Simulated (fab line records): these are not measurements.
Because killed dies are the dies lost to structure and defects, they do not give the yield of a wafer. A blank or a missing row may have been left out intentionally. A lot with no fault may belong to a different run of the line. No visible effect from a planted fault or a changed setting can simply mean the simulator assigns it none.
fab line records + flow sky130
[record]
- lots = 6
- wafers = 18
- last_day = 50
route steps=708 shown LDD_HVN@268 LDD_HVP@278 PAD_OPEN@708
lots untouched by any fault: they come from a run of this same line in which no faults occurred
start_h: hours from the record's first day to the start of the lot's first wafer shown + wait_h: hours from the lot's prior step to this one + " same as the row above + L1.1+2: one row covering several wafers at once + - no value, or no start was given + * or withheld: withheld + < > ~ a bound
route shown NAME@n: NAME is a module with steps in the file, n the number in the route of the first one + usual: mean and standard deviation over wafers with no fault + same: alike in all rows + chamber/n: place in a boat + sites: the reading at each site + _std_site: how widely they spread, as a standard deviation + _edge_site: inner sites' mean taken away from outer sites' mean + radius_mm: for every site, how far away it sits from the centre of the wafer + mask NAME#n: copy n + behind: the most recent tool/chamber to have shaped the wafer + hold: why the lot was held/for how many hours/how that ended + device: transistor that didn't switch, given as n, p or np + end of line: the tests these same wafers got at the end of their route + step lacking rows: just its recipe + killed: at the first sort, the dies lost to defects and structure; wafer yield is something else + map: a wafer's dies, marking killed ones x, the rest . and places with no die _
set.NAME: the setting that was run; set.NAME@STEP: the one run at that earlier step + model.NAME: the simulator's own value behind a step, which no gauge read
lots at some steps of the route; a table a step, a row a wafer
services: when a tool's chamber went out of use (start_h, in hours from the record's first day, below 0 if earlier), for how many hours, and the reason
[[steps]]
[step SKY_LDD_HVN_HMDS_01]
[recipe]
- prime_time_s = 60
- prime_temp_c = 120
[step SKY_LDD_HVN_COAT_02]
[recipe]
- resist = NOVOLAK
- spin_rpm = 3000
- resist_thk_nm = 300
[step SKY_LDD_HVN_SOFTBAKE_03]
[recipe]
- temp_c = 90
- time_s = 60
- resist = NOVOLAK
[step SKY_LDD_HVN_EXPOSE_04]
[recipe]
- mask_id = HVNTM
- na = 0.6
- source_shape = conventional
- sigma_outer = 0.6
- polarization = unpolarized
- target_cd_nm = 700
- dose_mj = 127
[step SKY_LDD_HVN_PEB_05]
[recipe]
- temp_c = withheld
- time_s = *
- resist = NOVOLAK
[step SKY_LDD_HVN_DEVELOP_06]
[recipe]
- resist = NOVOLAK
- developer = TMAH
- develop_time_s = 60
- dev_temp_c = 23
[step SKY_LDD_HVN_OVL_MEAS_07]
[usual]
- LDD_HVN_OVL = 0.0/1.2
| lot.wafer | tool       | chamber | start_h | wait_h | LDD_HVN_OVL[nm] |
|-----------|------------|---------|---------|--------|-----------------|
| L421.1    | overlay-02 | -       | 489.54  | 0.1    | 0.7             |
| L421.3    | "          | -       | "       | "      | 1.6             |
| L421.5    | "          | -       | "       | "      | -0.8            |
| L423.1    | overlay-02 | -       | 522.96  | 0.1    | 0.6             |
| L423.2    | "          | -       | "       | "      | -0.4            |
| L423.6    | "          | -       | "       | "      | 1.5             |
| L427.2    | overlay-02 | -       | 541.46  | 0.1    | -0.6            |
| L427.3    | "          | -       | "       | "      | 1.2             |
| L427.4    | "          | -       | "       | "      | 0.6             |
| L437.1    | overlay-01 | -       | 628.54  | 0.1    | -2.1            |
| L437.2    | "          | -       | "       | "      | -2.6            |
| L437.4    | "          | -       | "       | "      | -0.4            |
| L438.3    | overlay-01 | -       | 630.51  | 0.1    | -0.6            |
| L438.4    | "          | -       | "       | "      | -1.4            |
| L438.5    | "          | -       | "       | "      | -1.1            |
| L439.1    | overlay-01 | -       | 657.16  | 0.1    | 0.3             |
| L439.3    | "          | -       | "       | "      | 0.1             |
| L439.6    | "          | -       | "       | "      | 1.9             |
[step SKY_LDD_HVN_IMPLANT_08]
[recipe]
- species = P
- energy_kev = 60
- dose_cm2 = 3e+13
- tilt_deg = 40
[step SKY_LDD_HVN_STRIP_09]
[recipe]
- chemistry = O2/N2
- power_w = 1400
- pressure_mtorr = 1500
- platen_temp_c = withheld
- o2_flow_sccm = 3000
- n2_flow_sccm = 300
- overash_fraction = 0.5
[usual]
- drypump_motor_current_A = 5.7/0.42
- oes_product_au = 0.409/0.0044
- strip_time_to_endpoint_s = 4.141/0.015
| lot.wafer | tool            | chamber | start_h | wait_h | drypump_motor_current_A | oes_product_au | rf_hours_counter_h | strip_time_to_endpoint_s |
|-----------|-----------------|---------|---------|--------|-------------------------|----------------|--------------------|--------------------------|
| L421.1    | plasma_asher-04 | 1       | 489.72  | 0.1    | 5.6                     | 0.413          | 81                 | 4.153                    |
| L421.3    | "               | 1       | "       | "      | 5.6                     | 0.407          | -                  | 4.164                    |
| L421.5    | "               | 1       | "       | "      | 5.6                     | 0.410          | -                  | 4.154                    |
| L423.1    | plasma_asher-01 | 0       | 523.14  | 0.1    | 6.2                     | 0.413          | 74                 | 4.143                    |
| L423.2    | "               | 1       | "       | "      | 6.4                     | 0.411          | 74                 | 4.146                    |
| L423.6    | "               | 1       | "       | "      | 6.4                     | 0.413          | -                  | 4.151                    |
| L427.2    | plasma_asher-04 | 0       | 541.64  | 0.1    | 5.4                     | 0.405          | 86                 | 4.136                    |
| L427.3    | "               | 1       | "       | "      | 5.6                     | 0.404          | -                  | 4.139                    |
| L427.4    | "               | 0       | "       | "      | 5.4                     | 0.403          | -                  | 4.140                    |
| L437.1    | plasma_asher-04 | 0       | 628.72  | 0.1    | 5.4                     | 0.407          | 95                 | 4.137                    |
| L437.2    | "               | 1       | "       | "      | 5.6                     | 0.405          | 95                 | 4.148                    |
| L437.4    | "               | 0       | "       | "      | 5.4                     | 0.406          | -                  | 4.141                    |
| L438.3    | plasma_asher-02 | 0       | 630.72  | 0.1    | 4.8                     | 0.403          | -                  | 4.131                    |
| L438.4    | "               | 1       | "       | "      | 5.7                     | 0.405          | -                  | 4.116                    |
| L438.5    | "               | 0       | "       | "      | 4.8                     | 0.415          | -                  | 4.119                    |
| L439.1    | plasma_asher-04 | 1       | 657.34  | 0.1    | 5.6                     | 0.409          | 97                 | 4.147                    |
| L439.3    | "               | 0       | "       | "      | 5.4                     | 0.407          | -                  | 4.153                    |
| L439.6    | "               | 1       | "       | "      | 5.6                     | 0.399          | -                  | 4.145                    |
[step SKY_LDD_HVN_TW_MEAS_10]
[usual]
- LDD_HVN_TW = 1440/12
| lot.wafer | tool          | chamber | start_h | wait_h | LDD_HVN_TW |
|-----------|---------------|---------|---------|--------|------------|
| L421.1    | film_metro-04 | -       | 489.82  | 0.1    | 1446       |
| L421.3    | "             | -       | "       | "      | 1437       |
| L421.5    | "             | -       | "       | "      | 1449       |
| L423.1    | film_metro-04 | -       | 523.24  | 0.1    | 1453       |
| L423.2    | "             | -       | "       | "      | 1457       |
| L423.6    | "             | -       | "       | "      | 1439       |
| L427.2    | film_metro-01 | -       | 541.75  | 0.1    | 1456       |
| L427.3    | "             | -       | "       | "      | 1446       |
| L427.4    | "             | -       | "       | "      | 1442       |
| L437.1    | film_metro-04 | -       | 628.82  | 0.1    | 1458       |
| L437.2    | "             | -       | "       | "      | 1458       |
| L437.4    | "             | -       | "       | "      | 1455       |
| L438.3    | film_metro-01 | -       | 630.80  | 0.1    | 1449       |
| L438.4    | "             | -       | "       | "      | 1436       |
| L438.5    | "             | -       | "       | "      | 1440       |
| L439.1    | film_metro-04 | -       | 657.44  | 0.1    | 1453       |
| L439.3    | "             | -       | "       | "      | 1449       |
| L439.6    | "             | -       | "       | "      | 1456       |
[step SKY_LDD_HVP_DEHYDRATE_00]
[recipe]
- temp_c = 200
- time_s = 60
[step SKY_LDD_HVP_HMDS_01]
[recipe]
- prime_time_s = 60
- prime_temp_c = 120
[step SKY_LDD_HVP_COAT_02]
[recipe]
- resist = NOVOLAK
- spin_rpm = 3000
- resist_thk_nm = 300
[usual]
- resist_line_temp_C = 23.01/0.12
- spin_speed_rpm = 2999.8/1.7
| lot.wafer | tool           | chamber | start_h | wait_h | resist_line_temp_C | spin_speed_rpm | model.NOVOLAK_of_LDD_HVP_COAT_02.thk_nm |
|-----------|----------------|---------|---------|--------|--------------------|----------------|-----------------------------------------|
| L421.1    | litho_track-02 | 0       | 503.86  | 0.1    | 23.00              | 3000.1         | 300.7                                   |
| L421.3    | "              | 0       | "       | "      | 23.07              | 3000.1         | 300.7                                   |
| L421.5    | "              | 0       | "       | "      | 23.11              | 3000.6         | 300.6                                   |
| L423.1    | litho_track-02 | 0       | 537.56  | 0.1    | 23.16              | 2997.9         | 299.6                                   |
| L423.2    | "              | 0       | "       | "      | 23.29              | 2997.0         | 300.3                                   |
| L423.6    | "              | 0       | "       | "      | 23.18              | 3000.9         | 299.7                                   |
| L427.2    | litho_track-04 | 0       | 556.47  | 0.1    | 22.89              | 2999.9         | 299.3                                   |
| L427.3    | "              | 0       | "       | "      | 22.93              | 3000.2         | 299.4                                   |
| L427.4    | "              | 0       | "       | "      | 22.80              | 3003.3         | 298.8                                   |
| L437.1    | litho_track-04 | 0       | 643.45  | 0.1    | 23.01              | 2774.7         | 313                                     |
| L437.2    | "              | 0       | "       | "      | 22.92              | 2775.0         | 312.6                                   |
| L437.4    | "              | 0       | "       | "      | 22.95              | 2772.4         | 312.7                                   |
| L438.3    | litho_track-04 | 0       | 645.00  | 0.1    | 23.08              | 2774.8         | 313.6                                   |
| L438.4    | "              | 0       | "       | "      | 23.02              | 2772.7         | 313.3                                   |
| L438.5    | "              | 0       | "       | "      | 23.04              | 2774.8         | 313.6                                   |
| L439.1    | litho_track-03 | 0       | 671.53  | 0.1    | 22.87              | 2999.4         | 299.9                                   |
| L439.3    | "              | 0       | "       | "      | 22.91              | 3002.2         | 299.4                                   |
| L439.6    | "              | 0       | "       | "      | 22.94              | 2997.4         | 298.7                                   |
[step SKY_LDD_HVP_SOFTBAKE_03]
[recipe]
- temp_c = 90
- time_s = 60
- resist = NOVOLAK
[step SKY_LDD_HVP_EXPOSE_04]
[recipe]
- mask_id = HVPTM
- na = 0.6
- source_shape = conventional
- sigma_outer = 0.6
- polarization = unpolarized
- target_cd_nm = 700
- dose_mj = 86
[step SKY_LDD_HVP_PEB_05]
[recipe]
- temp_c = withheld
- time_s = *
- resist = NOVOLAK
[step SKY_LDD_HVP_DEVELOP_06]
[recipe]
- resist = NOVOLAK
- developer = TMAH
- develop_time_s = 60
- dev_temp_c = 23
[usual]
- resist_line_temp_C = 22.98/0.1
| lot.wafer | tool           | chamber | start_h | wait_h | resist_line_temp_C | model.NOVOLAK_of_LDD_HVP_COAT_02.thk_nm |
|-----------|----------------|---------|---------|--------|--------------------|-----------------------------------------|
| L421.1    | litho_track-03 | 0       | 518.83  | 0.1    | 22.99              | 300.2                                   |
| L421.3    | "              | 0       | "       | "      | 22.87              | 300.3                                   |
| L421.5    | "              | 0       | "       | "      | 23.06              | 300.2                                   |
| L423.1    | litho_track-02 | 0       | 552.91  | 0.1    | 23.00              | 299.2                                   |
| L423.2    | "              | 0       | "       | "      | 22.93              | 299.9                                   |
| L423.6    | "              | 0       | "       | "      | 22.86              | 299.3                                   |
| L427.2    | litho_track-03 | 0       | 571.05  | 0.1    | 22.98              | 298.9                                   |
| L427.3    | "              | 0       | "       | "      | 23.03              | 299                                     |
| L427.4    | "              | 0       | "       | "      | 22.98              | 298.4                                   |
| L437.1    | litho_track-03 | 0       | 657.38  | 0.1    | 23.02              | 312.6                                   |
| L437.2    | "              | 0       | "       | "      | 22.93              | 312.2                                   |
| L437.4    | "              | 0       | "       | "      | 23.14              | 312.3                                   |
| L438.3    | litho_track-04 | 0       | 659.00  | 0.1    | 22.83              | 313.2                                   |
| L438.4    | "              | 0       | "       | "      | 22.85              | 312.9                                   |
| L438.5    | "              | 0       | "       | "      | 22.90              | 313.1                                   |
| L439.1    | litho_track-02 | 0       | 685.36  | 0.1    | 23.16              | 299.5                                   |
| L439.3    | "              | 0       | "       | "      | 23.06              | 299                                     |
| L439.6    | "              | 0       | "       | "      | 23.03              | 298.3                                   |
[step SKY_LDD_HVP_OVL_MEAS_07]
[usual]
- LDD_HVP_OVL = -0.2/1.5
| lot.wafer | tool       | chamber | start_h | wait_h | LDD_HVP_OVL[nm] |
|-----------|------------|---------|---------|--------|-----------------|
| L421.1    | overlay-01 | -       | 518.98  | 0.1    | -4.1            |
| L421.3    | "          | -       | "       | "      | -2.8            |
| L421.5    | "          | -       | "       | "      | -5.1            |
| L423.1    | overlay-01 | -       | 553.06  | 0.1    | -3.7            |
| L423.2    | "          | -       | "       | "      | -3.4            |
| L423.6    | "          | -       | "       | "      | -2.9            |
| L427.2    | overlay-02 | -       | 571.18  | 0.1    | 0.5             |
| L427.3    | "          | -       | "       | "      | -0.1            |
| L427.4    | "          | -       | "       | "      | -0.6            |
| L437.1    | overlay-02 | -       | 657.53  | 0.1    | -2.5            |
| L437.2    | "          | -       | "       | "      | 0.0             |
| L437.4    | "          | -       | "       | "      | -2.5            |
| L438.3    | overlay-01 | -       | 659.11  | 0.1    | 1.9             |
| L438.4    | "          | -       | "       | "      | 1.5             |
| L438.5    | "          | -       | "       | "      | -1.5            |
| L439.1    | overlay-01 | -       | 685.51  | 0.1    | 0.9             |
| L439.3    | "          | -       | "       | "      | 2.3             |
| L439.6    | "          | -       | "       | "      | 1.4             |
[step SKY_LDD_HVP_IMPLANT_08]
[recipe]
- species = B
- energy_kev = 20
- dose_cm2 = 1.7e+13
- tilt_deg = 17.9
[step SKY_LDD_HVP_STRIP_09]
[recipe]
- chemistry = O2/N2
- power_w = 1400
- pressure_mtorr = 1500
- platen_temp_c = withheld
- o2_flow_sccm = 3000
- n2_flow_sccm = 300
- overash_fraction = 0.5
[usual]
- drypump_motor_current_A = 5.79/0.28
- oes_product_au = 0.408/0.0045
- strip_time_to_endpoint_s = 4.133/0.015
| lot.wafer | tool            | chamber | start_h | wait_h | drypump_motor_current_A | oes_product_au | rf_hours_counter_h | strip_time_to_endpoint_s |
|-----------|-----------------|---------|---------|--------|-------------------------|----------------|--------------------|--------------------------|
| L421.1    | plasma_asher-03 | 1       | 519.16  | 0.1    | 5.72                    | 0.413          | 36                 | 4.114                    |
| L421.3    | "               | 1       | "       | "      | 5.73                    | 0.405          | -                  | 4.132                    |
| L421.5    | "               | 0       | "       | "      | 5.97                    | 0.402          | -                  | 4.143                    |
| L423.1    | plasma_asher-03 | 1       | 553.24  | 0.1    | 5.74                    | 0.412          | 40                 | 4.116                    |
| L423.2    | "               | 0       | "       | "      | 5.97                    | 0.409          | 40                 | 4.130                    |
| L423.6    | "               | 1       | "       | "      | 5.73                    | 0.406          | -                  | 4.123                    |
| L427.2    | plasma_asher-04 | 1       | 571.36  | 0.1    | 5.55                    | 0.407          | 89                 | 4.136                    |
| L427.3    | "               | 1       | "       | "      | 5.55                    | 0.410          | -                  | 4.116                    |
| L427.4    | "               | 0       | "       | "      | 5.41                    | 0.403          | -                  | 4.111                    |
| L437.1    | plasma_asher-04 | 0       | 657.71  | 0.1    | 5.41                    | 0.416          | 97                 | 4.323                    |
| L437.2    | "               | 1       | "       | "      | 5.59                    | 0.420          | 97                 | 4.303                    |
| L437.4    | "               | 1       | "       | "      | 5.59                    | 0.413          | -                  | 4.305                    |
| L438.3    | plasma_asher-04 | 0       | 659.32  | 0.1    | 5.46                    | 0.419          | -                  | 4.315                    |
| L438.4    | "               | 1       | "       | "      | 5.59                    | 0.407          | -                  | 4.320                    |
| L438.5    | "               | 1       | "       | "      | 5.55                    | 0.418          | -                  | 4.308                    |
| L439.1    | plasma_asher-03 | 1       | 685.69  | 0.1    | 5.74                    | 0.404          | 52                 | 4.149                    |
| L439.3    | "               | 1       | "       | "      | 5.73                    | 0.410          | -                  | 4.130                    |
| L439.6    | "               | 1       | "       | "      | 5.73                    | 0.404          | -                  | 4.100                    |
[step SKY_LDD_HVP_TW_MEAS_10]
[usual]
- LDD_HVP_TW = 460/3.2
| lot.wafer | tool          | chamber | start_h | wait_h | LDD_HVP_TW |
|-----------|---------------|---------|---------|--------|------------|
| L421.1    | film_metro-01 | -       | 519.26  | 0.1    | 459        |
| L421.3    | "             | -       | "       | "      | 459        |
| L421.5    | "             | -       | "       | "      | 457        |
| L423.1    | film_metro-01 | -       | 553.34  | 0.1    | 459        |
| L423.2    | "             | -       | "       | "      | 460        |
| L423.6    | "             | -       | "       | "      | 459        |
| L427.2    | film_metro-01 | -       | 571.47  | 0.1    | 460        |
| L427.3    | "             | -       | "       | "      | 459        |
| L427.4    | "             | -       | "       | "      | 458        |
| L437.1    | film_metro-01 | -       | 657.81  | 0.1    | 458        |
| L437.2    | "             | -       | "       | "      | 463        |
| L437.4    | "             | -       | "       | "      | 461        |
| L438.3    | film_metro-04 | -       | 659.40  | 0.1    | 461        |
| L438.4    | "             | -       | "       | "      | 462        |
| L438.5    | "             | -       | "       | "      | 461        |
| L439.1    | film_metro-04 | -       | 685.79  | 0.1    | 462        |
| L439.3    | "             | -       | "       | "      | 464        |
| L439.6    | "             | -       | "       | "      | 464        |
[step SKY_PAD_OPEN_PROBE_99]
[usual]
- killed_at_M0_to_M3 = 42/7.4
- killed_at_M4_up = 3.3/2.1
- killed_at_contacts = 24/5.3
- killed_at_front_end = 15/4.5
- killed_at_other = 0.3/0.57
- killed_dies = 84/10
- killed_open = 46/7.5
- killed_short = 38/6.4
[same]
- gross_dies = 492
- killed_at_back_side = 0
| lot.wafer | tool      | chamber | start_h | wait_h | killed_at_M0_to_M3 | killed_at_M4_up | killed_at_contacts | killed_at_front_end | killed_at_other | killed_dies | killed_open | killed_short |
|-----------|-----------|---------|---------|--------|--------------------|-----------------|--------------------|---------------------|-----------------|-------------|-------------|--------------|
| L421.1    | prober-01 | -       | 1091.25 | 0.1    | 42                 | 4               | 31                 | 24                  | 0               | 101         | 55          | 46           |
| L421.3    | prober-01 | -       | 1091.35 | 0.2    | 39                 | 0               | 25                 | 8                   | 0               | 72          | 41          | 31           |
| L421.5    | prober-01 | -       | 1091.45 | 0.2    | 40                 | 3               | 21                 | 12                  | 1               | 77          | 44          | 33           |
| L423.1    | prober-01 | -       | 1118.94 | 0.1    | 41                 | 6               | 20                 | 6                   | 2               | 75          | 41          | 34           |
| L423.2    | prober-01 | -       | 1118.99 | 0.1    | 51                 | 5               | 26                 | 20                  | 0               | 102         | 51          | 51           |
| L423.6    | prober-01 | -       | 1119.19 | 0.2    | 44                 | 8               | 21                 | 12                  | 1               | 86          | 41          | 45           |
| L427.2    | prober-02 | -       | 1126.95 | 0.1    | 48                 | 3               | 21                 | 7                   | 0               | 79          | 40          | 39           |
| L427.3    | prober-02 | -       | 1127.00 | 0.2    | 31                 | 2               | 29                 | 17                  | 0               | 79          | 46          | 33           |
| L427.4    | prober-02 | -       | 1127.05 | 0.2    | 50                 | 1               | 18                 | 18                  | 0               | 87          | 45          | 42           |
| L438.3    | prober-01 | -       | 1183.88 | 0.2    | 41                 | 4               | 17                 | 11                  | 0               | 73          | 44          | 29           |
| L438.4    | prober-01 | -       | 1183.93 | 0.2    | 45                 | 2               | 28                 | 11                  | 0               | 86          | 53          | 33           |
| L438.5    | prober-01 | -       | 1183.98 | 0.2    | 35                 | 2               | 28                 | 10                  | 1               | 76          | 46          | 30           |
| L437.1    | prober-01 | -       | 1185.66 | 0.1    | 40                 | 9               | 18                 | 11                  | 0               | 78          | 43          | 35           |
| L437.2    | prober-01 | -       | 1185.71 | 0.1    | 43                 | 4               | 22                 | 17                  | 1               | 87          | 45          | 41           |
| L437.4    | prober-01 | -       | 1185.81 | 0.2    | 45                 | 1               | 20                 | 17                  | 1               | 84          | 37          | 47           |
// killed by level:class
L421.1 CONTACT:geometric_particle:open=11 LI_CONTACT:geometric_particle:open=8 VIA1:geometric_particle:open=8 POLY_GATE:geometric_particle:short=6 VIA2:geometric_particle:short=6 VIA3:geometric_particle:open=6 FIELD_ISO:geometric_particle:open=5 CONTACT:geometric_particle:short=5
L421.3 VIA1:geometric_particle:open=11 VIA3:geometric_particle:open=7 CONTACT:geometric_particle:open=7 LI_CONTACT:geometric_particle:open=6 CONTACT:geometric_particle:short=6 METAL2:geometric_particle:short=5 LOCAL_INTERCONNECT:geometric_particle:short=4 METAL1:geometric_particle:short=4
L421.5 VIA1:geometric_particle:open=10 LI_CONTACT:geometric_particle:open=7 CONTACT:geometric_particle:short=7 CONTACT:geometric_particle:open=7 VIA3:geometric_particle:open=5 VIA1:geometric_particle:short=5 VIA3:geometric_particle:short=4 METAL1:geometric_particle:short=4
L423.1 LI_CONTACT:geometric_particle:open=8 VIA2:geometric_particle:open=8 VIA1:geometric_particle:open=8 CONTACT:geometric_particle:open=6 VIA2:geometric_particle:short=6 LOCAL_INTERCONNECT:geometric_particle:short=4 VIA3:geometric_particle:short=3 METAL1:geometric_particle:short=3
L423.2 CONTACT:geometric_particle:open=11 VIA1:geometric_particle:open=10 METAL1:geometric_particle:short=9 VIA2:geometric_particle:open=8 VIA3:geometric_particle:open=7 FIELD_ISO:geometric_particle:short=6 LI_CONTACT:geometric_particle:short=6 VIA1:geometric_particle:short=6
L423.6 CONTACT:geometric_particle:open=9 METAL1:geometric_particle:short=8 VIA1:geometric_particle:open=8 VIA3:geometric_particle:open=7 VIA1:geometric_particle:short=7 METAL4:geometric_particle:short=6 LI_CONTACT:geometric_particle:open=5 FIELD_ISO:geometric_particle:short=4
L427.2 METAL2:geometric_particle:short=11 VIA1:geometric_particle:open=9 CONTACT:geometric_particle:open=7 VIA2:geometric_particle:open=7 VIA3:geometric_particle:short=6 LI_CONTACT:geometric_particle:open=5 LOCAL_INTERCONNECT:geometric_particle:short=5 VIA3:geometric_particle:open=5
L427.3 LI_CONTACT:geometric_particle:open=9 CONTACT:geometric_particle:open=8 FIELD_ISO:geometric_particle:open=6 LOCAL_INTERCONNECT:geometric_particle:short=5 VIA2:geometric_particle:open=5 VIA3:geometric_particle:open=5 VIA1:geometric_particle:short=4 POLY_GATE:geometric_particle:short=4
L427.4 VIA1:geometric_particle:open=10 VIA3:geometric_particle:open=8 LI_CONTACT:geometric_particle:open=7 METAL1:geometric_particle:short=7 CONTACT:geometric_particle:open=6 VIA3:geometric_particle:short=5 FIELD_ISO:geometric_particle:short=4 METAL2:geometric_particle:short=4
L438.3 VIA3:geometric_particle:open=9 VIA1:geometric_particle:open=8 FIELD_ISO:geometric_particle:open=6 LI_CONTACT:geometric_particle:open=5 CONTACT:geometric_particle:open=5 METAL1:geometric_particle:short=5 VIA2:geometric_particle:open=5 LI_CONTACT:geometric_particle:short=4
L438.4 CONTACT:geometric_particle:open=11 VIA1:geometric_particle:open=9 LI_CONTACT:geometric_particle:open=7 VIA2:geometric_particle:open=7 VIA3:geometric_particle:open=7 FIELD_ISO:geometric_particle:open=6 VIA1:geometric_particle:short=5 LOCAL_INTERCONNECT:geometric_particle:short=5
L438.5 VIA2:geometric_particle:open=10 CONTACT:geometric_particle:open=9 LI_CONTACT:geometric_particle:open=7 VIA3:geometric_particle:open=7 CONTACT:geometric_particle:short=6 VIA1:geometric_particle:open=5 LOCAL_INTERCONNECT:geometric_particle:short=4 VIA1:geometric_particle:short=3
L437.1 CONTACT:geometric_particle:open=9 VIA3:geometric_particle:open=6 METAL2:geometric_particle:short=6 METAL4:geometric_particle:short=6 VIA2:geometric_particle:short=5 LI_CONTACT:geometric_particle:open=5 VIA1:geometric_particle:open=5 VIA2:geometric_particle:open=5
L437.2 VIA1:geometric_particle:open=11 VIA2:geometric_particle:open=9 CONTACT:geometric_particle:open=6 METAL1:geometric_particle:short=6 LI_CONTACT:geometric_particle:short=5 FIELD_ISO:geometric_particle:open=4 POLY_GATE:geometric_particle:short=4 LOCAL_INTERCONNECT:geometric_particle:short=4
L437.4 VIA1:geometric_particle:open=9 CONTACT:geometric_particle:open=8 METAL1:geometric_particle:short=7 FIELD_ISO:geometric_particle:short=5 LOCAL_INTERCONNECT:geometric_particle:short=5 METAL2:geometric_particle:short=5 VIA2:geometric_particle:short=5 VIA2:geometric_particle:open=5
[[services]]
| tool            | chamber | start_h | hours | kind                      |
|-----------------|---------|---------|-------|---------------------------|
| plasma_asher-04 | -       | 471.02  | 2.8   | pm                        |
| plasma_asher-02 | -       | 472.08  | 0.8   | repair                    |
| plasma_asher-02 | -       | 519.19  | 0.8   | repair                    |
| plasma_asher-03 | -       | 594.60  | 5.3   | repair                    |
| plasma_asher-01 | -       | 637.24  | 0.8   | repair                    |
| litho_track-02  | -       | 657.44  | -     | consumable_replace:filter |
[[key]]
[first_sign]
- step = SKY_LDD_HVP_COAT_02
- reading = spin_speed_rpm
- direction = down
- sigmas = 99+
- usual = 2999.8
- struck = 2774.1
[effect]
- step = SKY_LDD_HVP_STRIP_09
- reading = strip_time_to_endpoint_s
- direction = up
- sigmas = 12
- usual = *
- struck = *
[model_effect]
- step = SKY_LDD_HVP_COAT_02
- value = NOVOLAK_of_LDD_HVP_COAT_02.thk_nm
- without = 301.1
- struck = 313.1
[model_effect]
- step = SKY_LDD_HVP_DEVELOP_06
- value = NOVOLAK_of_LDD_HVP_COAT_02.thk_nm
- without = 300.7
- struck = 312.7
met_at SKY_LDD_HVP_COAT_02
struck_wafers L437.1,L437.2,L437.4,L438.3,L438.4,L438.5
tester_left_out L437,L438
onset_between 556.47 643.45
[fault]
- kind = process_parameter_drift
- tool = litho_track-04
- chamber = -
- onset_h = 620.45
- steps = SKY_LDD_HVP_COAT_02
- channel = spin_rpm
- offset = -226.34
- shape = step
- end_h = 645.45
- acts_in = these_recipes_only
- stated = 3000
// tester_left_out: of these lots the tester's yield and bins aren't shown, on N5 and GAA mostly nor the transistor test; their killed dies are dies lost to structure and defects alone, not to doping, threshold or leakage, so they don't give the yield
